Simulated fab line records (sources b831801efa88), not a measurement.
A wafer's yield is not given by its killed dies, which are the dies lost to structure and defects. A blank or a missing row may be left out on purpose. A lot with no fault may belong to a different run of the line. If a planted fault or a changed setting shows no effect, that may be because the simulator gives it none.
Chamber matching    flow sky130    cmp-02 running SKY_VIA2_CMP_02: 4 sister chambers
The step polishes SiO2. 8 wafers are shown with their chamber, then 7 later ones without.

WAFERS PAIRED WITH THEIR CHAMBERS
wafer   chamber  motor current A (A)  platen rpm (rpm)
L253.5  2        12.3                 60.00
L255.5  3        15.5                 60.06
L259.6  0        10.7                 60.00
L262.1  2        12.5                 60.05
L262.5  1        9.8                  60.05
L266.5  3        16.2                 59.98
L272.1  0        10.7                 60.00
L272.4  1        9.7                  60.00

WAFERS WITHOUT THEIR CHAMBER
wafer   motor current A (A)  platen rpm (rpm)
L272.5  9.5                  59.96
L275.1  9.5                  60.02
L275.3  10.8                 60.03
L275.5  15.0                 60.03
L276.2  15.9                 60.01
L276.3  10.2                 60.01
L276.5  9.0                  60.04

THE CHAMBER EACH PASSED THROUGH
wafer   from the rows above      in truth
L272.5  1                        1
L275.1  1                        1
L275.3  0                        0
L275.5  3                        3
L276.2  3                        3
L276.3  can't be placed: 1 or 0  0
L276.5  1                        1
6 of 7 placed correctly. Not placeable from these rows: 1 (in 1, the candidates include the true chamber). Placed wrongly: 0.
How it was worked out, from the rows above alone: a wafer's distance from a chamber is the root of the sum, over the readings, of the square of ((its reading less the chamber's mean) divided by the reading's scatter). The wafer belongs to the nearest chamber; if the next one is less than 2 further off, it can't be placed. A chamber's mean is the mean of its shown wafers. The scatter is the square root of a quotient: the sum, over the shown wafers, of each reading's squared deviation from its chamber's mean, divided by wafers minus chambers.
